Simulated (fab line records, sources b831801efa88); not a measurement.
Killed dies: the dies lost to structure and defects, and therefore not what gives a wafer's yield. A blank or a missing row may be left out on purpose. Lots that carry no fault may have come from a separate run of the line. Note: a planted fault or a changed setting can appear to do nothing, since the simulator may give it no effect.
Which tool is to blame? ; flow gf180mcu ; 11 lots with 33 wafers sampled at 4 steps, on a route of 602 steps

== WHAT THE GAUGES READ, wafer by wafer ==
GF_V3_BOW_MEAS_05.
lot;measured;on;V3_BOW (um)
L349;day 21 15:07;filmMetro-03;121 128 117
L354;day 23 15:10;filmMetro-03;88 92 91
L355;day 23 19:26;filmMetro-04;101 91 100
L356;day 23 23:31;filmMetro-03;68 83 80
L364;day 26 18:45;filmMetro-02;120 112 123
L366;day 26 22:37;filmMetro-02;103 114 124
L367;day 27 14:03;filmMetro-03;110 118 120
L368;day 27 23:05;filmMetro-02;117 120 125
L369;day 28 01:17;filmMetro-03;117 117 112
L371;day 28 12:40;filmMetro-02;131 119 118
L372;day 28 19:20;filmMetro-03;126 121 104

== WHICH TOOL RAN EACH LOT (tool, then ch and the chambers of the sampled wafers, then the start) ==
lot;GF_V2_CMP_26;GF_M3_SPUTTER_00;GF_V3_CVD_00
L349;cmp-01 ch 1,2,3, day 20 13:39;pvdSputter-02, day 20 13:54;hdpcvd-02 ch 1,2, day 21 14:32
L354;cmp-02 ch 1,2,3, day 22 14:14;pvdSputter-04, day 22 14:26;hdpcvd-01 ch 0,1,2, day 23 14:35
L355;cmp-02 ch 1,2,3, day 22 18:59;pvdSputter-04, day 22 19:11;hdpcvd-01 ch 0,2, day 23 18:50
L356;cmp-02 ch 0,1,3, day 22 23:17;pvdSputter-04, day 22 23:35;hdpcvd-01 ch 0,1, day 23 22:58
L364;cmp-02 ch 0,1, day 25 19:37;pvdSputter-04, day 25 19:55;hdpcvd-01 ch 0,1,2, day 26 18:11
L366;cmp-02 ch 1,2, day 26 00:10;pvdSputter-02, day 26 00:29;hdpcvd-01 ch 0,1,2, day 26 22:02
L367;cmp-02 ch 0,1, day 26 16:14;pvdSputter-04, day 26 16:29;hdpcvd-01 ch 0,1,2, day 27 13:29
L368;cmp-02 ch 0,1,3, day 27 01:37;pvdSputter-02, day 27 01:49;hdpcvd-01 ch 0,1,2, day 27 22:32
L369;cmp-02 ch 0,2,3, day 27 03:35;pvdSputter-03, day 27 03:53;hdpcvd-01 ch 0,2, day 28 00:44
L371;cmp-01 ch 0,1,3, day 27 15:04;pvdSputter-03, day 27 15:22;hdpcvd-01 ch 0,1,2, day 28 12:03
L372;cmp-02 ch 1,2,3, day 27 21:42;pvdSputter-03, day 27 21:51;hdpcvd-01 ch 0,1,2, day 28 18:43
- GF_V2_CMP_26: polishes, stops on SiO2, t overpolish 15 s, target thk 0 nm.
- GF_M3_SPUTTER_00: material Ti, target thk 37.5 nm, time 150 s.
- GF_V3_CVD_00: deposits SiO2, target thk 600 nm, time 100 s.

== AS READ BY THE TOOLS THEMSELVES (means over the sampled wafers that have a number; for cases with no such wafer, the mark the record gives instead) ==
GF_V2_CMP_26.
lot;tool;motorCurrentA (A);overpolishRunS (s);retainingRingPressureFrac;slurryFlowMlMin;timeToEndpointS (s)
L349;cmp-01;11.0;15.002;1.001;149.8;85.1
L354;cmp-02;10.8;14.994;1.000;149.7;81.5
L355;cmp-02;10.8;15.003;1.001;150.2;84.1
L356;cmp-02;11.1;15.005;1.001;149.9;85.8
L364;cmp-02;11.2;15.002;0.998;149.9;88.0
L366;cmp-02;10.5;14.996;0.994;150.5;84.4
L367;cmp-02;11.0;15.002;0.994;149.7;88.2
L368;cmp-02;11.3;15.001;0.999;150.2;88.3
L369;cmp-02;10.5;15.003;1.000;149.9;87.5
L371;cmp-01;10.0;15.008;0.994;150.5;84.3
L372;cmp-02;11.1;15.008;1.003;149.6;82.7

GF_M3_SPUTTER_00.
lot;tool;throttleValvePct (%)
L349;pvdSputter-02;30.9
L354;pvdSputter-04;29.1
L355;pvdSputter-04;29.9
L356;pvdSputter-04;28.7
L364;pvdSputter-04;30.2
L366;pvdSputter-02;29.1
L367;pvdSputter-04;31.0
L368;pvdSputter-02;29.8
L369;pvdSputter-03;30.1
L371;pvdSputter-03;30.0
L372;pvdSputter-03;29.9

GF_V3_CVD_00.
lot;tool;pressureMtorr (mTorr);runLengthS (s)
L349;hdpcvd-02;6.017;127.6
L354;hdpcvd-01;-;-
L355;hdpcvd-01;-;-
L356;hdpcvd-01;-;-
L364;hdpcvd-01;6.006;128.0
L366;hdpcvd-01;5.998;128.1
L367;hdpcvd-01;6.001;127.8
L368;hdpcvd-01;5.996;127.7
L369;hdpcvd-01;6.000;128.1
L371;hdpcvd-01;6.001;127.9
L372;hdpcvd-01;5.996;128.1

== THE ANSWER, worked out from the rows above alone ==
Rule: the usual values come from the lots themselves. The widest of any qualifying gaps counts: lots, ordered by their means at a reading, are off when they make up no more than a third of the lots, leave a main group of 4 or more, and stand apart from it by 3 or more times the standard deviation of that group's means. A main group is skipped when, at the precision printed for the reading in the tables above, its means are all equal. Also off: a lot with no number at a reading for which 4 or more lots have one. Any other lot the step has rows for is counted as sound. After the gauges, taken in route order, come the tools' own readings; for these a lot's mean is taken, as printed above. The first step at which some lot is off is used, and at that step the reading that is off furthest; a lot without a number counts as furthest.
Off: L354, L355, L356, seen at GF_V3_BOW_MEAS_05 (V3_BOW). Main group: mean 118 um, sd 3.1.
If a tool, at a process step before that reading, ran all the lots that are off and no sound lot after the first of them, it fits. The gauges at GF_V3_BOW_MEAS_05 aren't tried: what is off there is off at GF_V3_CVD_00 too, on other tools, and a gauge's error can't cause that. No candidate that was tried fits.

== WHAT THE SIMULATOR PUT IN ==
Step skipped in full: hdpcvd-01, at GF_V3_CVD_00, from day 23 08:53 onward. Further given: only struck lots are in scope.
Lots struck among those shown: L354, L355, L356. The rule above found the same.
